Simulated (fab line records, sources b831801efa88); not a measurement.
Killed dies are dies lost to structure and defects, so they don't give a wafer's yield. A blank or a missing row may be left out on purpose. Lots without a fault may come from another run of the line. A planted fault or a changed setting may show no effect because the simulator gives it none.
Which tool did it? | flow gf180mcu | 13 lots, 36 wafers sampled, at 5 steps of a route of 602

WHAT THE GAUGES READ, wafer by wafer
GF_M3_CD_MEAS_14: target cd 280 nm.
lot  | measured     | on        | cd_nm (nm)
L426 | day 21 09:25 | cd_sem-02 | 278.3 278.6 278.0
L427 | day 21 17:53 | cd_sem-01 | 278.4 278.7 278.3
L428 | day 22 05:00 | cd_sem-01 | 279.6 279.1 278.8
L435 | day 24 16:58 | cd_sem-02 | 282.7 281.9
L436 | day 24 18:53 | cd_sem-02 | 280.7 281.2
L437 | day 25 14:36 | cd_sem-02 | 280.0 280.0
L439 | day 25 19:51 | cd_sem-02 | 280.0 280.4 279.2
L440 | day 26 05:44 | cd_sem-02 | 279.2 278.9 280.4
L444 | day 27 11:40 | cd_sem-01 | 280.2 280.3 279.6
L445 | day 27 18:14 | cd_sem-02 | 279.6 279.7 280.0
L446 | day 27 20:54 | cd_sem-02 | 281.1 281.6 282.0
L447 | day 28 05:17 | cd_sem-02 | 281.5 279.6 280.1
L448 | day 28 12:47 | cd_sem-01 | 278.1 278.1 277.8

GF_PASSIVATION_THK_MEAS_03.
lot  | measured     | on            | PASSIVATION_CVD_02_THK (nm)
L426 | day 28 04:16 | film_metro-04 | 712 698 710
L427 | day 28 10:43 | film_metro-02 | 681 702 717
L428 | day 28 21:38 | film_metro-04 | 695 685 709
L435 | day 30 21:53 | film_metro-03 | 356 690
L436 | day 31 00:35 | film_metro-03 | 361 358
L437 | day 31 17:24 | film_metro-02 | 360 367
L439 | day 31 20:33 | film_metro-03 | 686 694 702
L440 | day 32 04:32 | film_metro-03 | 705 716 716
L444 | day 33 04:14 | film_metro-04 | 683 693 714
L445 | day 33 10:05 | film_metro-04 | 701 694 722
L446 | day 33 11:43 | film_metro-03 | 707 700 721
L447 | day 33 17:37 | film_metro-03 | 696 706 716
L448 | day 34 00:46 | film_metro-04 | 695 711 707

WHICH TOOL RAN EACH LOT (tool, then ch and the chambers of the sampled wafers, then the start)
lot  | GF_V3_ETCH_17                                 | GF_M4_SPUTTER_03             | GF_PASSIVATION_CVD_02
L426 | rie_diel-03 ch 0,1,2, day 22 11:52 or earlier | pvd_sputter-04, day 22 11:52 | pecvd-02 ch 0,1, day 28 03:58
L427 | rie_diel-02 ch 0,1, day 22 19:49 or earlier   | pvd_sputter-03, day 22 19:49 | pecvd-02 ch 0,1, day 28 10:26
L428 | rie_diel-03 ch 0,1,3, day 23 07:11 or earlier | pvd_sputter-01, day 23 07:11 | pecvd-02 ch 1,2, day 28 21:21
L435 | rie_diel-04 ch 0,1, day 25 17:19 or earlier   | pvd_sputter-04, day 25 17:19 | pecvd-02 ch 0,2, day 30 21:35
L436 | rie_diel-02 ch 0,3, day 25 19:25 or earlier   | pvd_sputter-03, day 25 19:25 | pecvd-02 ch 1,2, day 31 00:18
L437 | rie_diel-02 ch 0,2, day 26 15:19 or earlier   | pvd_sputter-03, day 26 15:19 | pecvd-02 ch 1,2, day 31 17:07
L439 | rie_diel-02 ch 0,1,3, day 26 20:08 or earlier | pvd_sputter-01, day 26 20:08 | pecvd-01 ch 0,2, day 31 20:16
L440 | rie_diel-04 ch 1,2, day 27 05:19 or earlier   | pvd_sputter-03, day 27 05:19 | pecvd-04 ch 1,2, day 32 04:14
L444 | rie_diel-02 ch 0,1,3, day 28 10:08 or earlier | pvd_sputter-01, day 28 10:08 | pecvd-01 ch 0,2, day 33 03:48
L445 | rie_diel-02 ch 0,1,2, day 28 16:34 or earlier | pvd_sputter-01, day 28 16:34 | pecvd-04 ch 0,1,2, day 33 09:48
L446 | rie_diel-04 ch 0,2,3, day 28 19:40 or earlier | pvd_sputter-04, day 28 19:40 | pecvd-04 ch 0,1, day 33 11:25
L447 | rie_diel-02 ch 1,2, day 29 03:27 or earlier   | pvd_sputter-04, day 29 03:27 | pecvd-04 ch 0,1,2, day 33 17:19
L448 | rie_diel-02 ch 0,2, day 29 11:04 or earlier   | pvd_sputter-04, day 29 11:04 | pecvd-01 ch 1,2, day 34 00:28
- GF_V3_ETCH_17: etches SiO2 in C4F8/O2/Ar, stops on TiN, target depth 635 nm.
- GF_M4_SPUTTER_03: material Ti, target thk 10 nm, time 6.7 s.
- GF_PASSIVATION_CVD_02: deposits Si3N4, target thk 700 nm, time 486.18 s.

WHAT THE TOOLS THEMSELVES READ (means of the sampled wafers that have a number; where no wafer has one, the mark that the record gives instead)
GF_V3_ETCH_17.
lot  | tool        | chamber_pressure_mTorr (mTorr) | oes_product_au (a.u.)
L426 | rie_diel-03 | 40.03                          | 0.859
L427 | rie_diel-02 | 39.99                          | 0.859
L428 | rie_diel-03 | 40.00                          | 0.856
L435 | rie_diel-04 | 40.06                          | 0.856
L436 | rie_diel-02 | 40.02                          | 0.861
L437 | rie_diel-02 | 40.00                          | 0.857
L439 | rie_diel-02 | 40.01                          | 0.859
L440 | rie_diel-04 | 40.02                          | 0.856
L444 | rie_diel-02 | 39.95                          | 0.853
L445 | rie_diel-02 | 40.03                          | 0.854
L446 | rie_diel-04 | 40.00                          | 0.856
L447 | rie_diel-02 | 40.00                          | 0.856
L448 | rie_diel-02 | 39.99                          | 0.857

GF_M4_SPUTTER_03.
lot  | tool           | throttle_valve_pct (%)
L426 | pvd_sputter-04 | 31.2
L427 | pvd_sputter-03 | 30.0
L428 | pvd_sputter-01 | 30.3
L435 | pvd_sputter-04 | 31.0
L436 | pvd_sputter-03 | 30.0
L437 | pvd_sputter-03 | 30.4
L439 | pvd_sputter-01 | 30.0
L440 | pvd_sputter-03 | 30.1
L444 | pvd_sputter-01 | 29.5
L445 | pvd_sputter-01 | 30.0
L446 | pvd_sputter-04 | 30.8
L447 | pvd_sputter-04 | 30.8
L448 | pvd_sputter-04 | 30.4

GF_PASSIVATION_CVD_02.
lot  | tool     | heater_power_w (W)
L426 | pecvd-02 | 589
L427 | pecvd-02 | 595
L428 | pecvd-02 | 592
L435 | pecvd-02 | 641
L436 | pecvd-02 | 626
L437 | pecvd-02 | 572
L439 | pecvd-01 | 694
L440 | pecvd-04 | 773
L444 | pecvd-01 | 667
L445 | pecvd-04 | 665
L446 | pecvd-04 | 739
L447 | pecvd-04 | 748
L448 | pecvd-01 | 716

THE ANSWER, worked out from the rows above alone
Rule: what is usual is taken from the lots themselves. Put in order of their means at a reading, lots are off if they are a third of the lots or fewer, leave a main group of 4 or more, and stand apart from it by a gap of 3 or more times the standard deviation of the main group's means; of several such gaps the widest counts. A main group whose means are all the same, to the digits that the tables above print for the reading, isn't used. A lot without any number at a reading at which 4 lots or more have one is off too. The other lots that the step has rows for count as sound. The gauges are gone through in route order, then the tools' own readings, and for those a lot's mean is taken as printed above. The first step at which some lot is off is used, and at that step the reading that is off furthest; a lot without a number counts as furthest.
Off: L435, L436, L437, at GF_PASSIVATION_THK_MEAS_03 (PASSIVATION_CVD_02_THK). The main group: mean 703 nm, standard deviation 5.8.
A tool fits if, at a process step before that reading, it ran every lot that is off, and no sound lot after the first of them. The gauges at GF_PASSIVATION_THK_MEAS_03 are tried like those tools. GF_V3_ETCH_17 gives no start for some lots, so the hours and the order of its lots are those of GF_M4_SPUTTER_03. One fits: pecvd-02 at GF_PASSIVATION_CVD_02. Its last sound lot is L428 (day 28 21:21), its first lot that is off L435 (day 30 21:35): a fault that began between those two fits.

WHAT THE SIMULATOR HAD PUT IN
Process parameter drift: pecvd-02, from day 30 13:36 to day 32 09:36, at GF_PASSIVATION_CVD_02. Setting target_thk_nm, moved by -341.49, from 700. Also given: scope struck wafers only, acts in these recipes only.
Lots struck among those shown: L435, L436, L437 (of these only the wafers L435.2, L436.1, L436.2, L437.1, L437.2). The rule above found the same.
